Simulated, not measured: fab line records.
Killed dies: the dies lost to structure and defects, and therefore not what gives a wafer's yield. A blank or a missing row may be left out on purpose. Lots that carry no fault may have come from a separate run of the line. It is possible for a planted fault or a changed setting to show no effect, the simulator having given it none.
Comparing a struck lot with a sound one | flow sky130 | 14 steps out of a route of 708
Sound: these wafers, L847.1, L847.3, L847.4. Wafers struck: L856.1, L856.3, L856.5. The cause is named last.
Per side, at each step with rows, come the tool, then ch with its chambers, and then its first start. Under that, the readings that differ: sound wafers | struck wafers | difference of the means | sigmas: that difference in standard deviations of wafers without a fault.
alike: same words and numbers on both sides, and readings whose means sit less than 2 such deviations apart. not compared: any withheld reading, any reading some wafer has no value for, any bound like >300 that may hide the same value, and any number with overlapping values for which the record gives no deviation.
A row with sigmas, a row that says differs or no value, or rows on one side alone: a step with any of these is where the two part. Numbers that have no deviation but don't overlap get no sigmas and don't part them. Lack of a reading on every wafer of one side parts them only where that side has two or more wafers.

first, 3 steps without rows for these wafers: SKY_LDD_HVP_EXPOSE_04 (exposes mask HVPTM, target cd 700 nm); SKY_LDD_HVP_PEB_05; SKY_LDD_HVP_DEVELOP_06 (develop time 60 s).
SKY_LDD_HVP_OVL_MEAS_07:
  sound on overlay-01, day 24 16:50; struck on overlay-02, day 27 14:56
  alike: LDD_HVP_OVL
following that, these wafers have no rows for 1 step: SKY_LDD_HVP_IMPLANT_08.
SKY_LDD_HVP_STRIP_09: strips in O2/N2.
  sound on plasma asher-01 ch 0,1, day 24 17:01; struck on plasma asher-04 ch 0,1, day 27 15:07
  alike: drypump motor current A, oes product au, strip time to endpoint s
  not compared: rf hours counter h
SKY_LDD_HVP_TW_MEAS_10:
  sound on film metro-01, day 24 17:07; struck on film metro-01, day 27 15:13
  alike: LDD_HVP_TW
then, 5 steps without rows for these wafers: SKY_LDD_LDN_DEHYDRATE_00 (time 60 s); SKY_LDD_LDN_HMDS_01 (prime time 60 s); SKY_LDD_LDN_COAT_02 (resist thk 1140 nm); SKY_LDD_LDN_SOFTBAKE_03 (time 60 s); SKY_LDD_LDN_EXPOSE_04 (exposes mask LDNTM, target cd 700 nm).
SKY_LDD_LDN_PEB_05:
  sound on litho track-04 ch 0, day 25 22:20; struck on litho track-02, day 28 19:02
  reading         | sound          | struck | difference                    | sigmas
  exhaust pa (Pa) | 43.6 44.2 45.0 | - - -  | no value on the struck wafers |
  not compared: chill plate temp C
then, 1 step without rows for these wafers: SKY_LDD_LDN_DEVELOP_06 (develop time 60 s).

WHERE THEY PART
At SKY_LDD_LDN_PEB_05 and nowhere else, as far as this record goes.

WHY: whatever the simulator had introduced
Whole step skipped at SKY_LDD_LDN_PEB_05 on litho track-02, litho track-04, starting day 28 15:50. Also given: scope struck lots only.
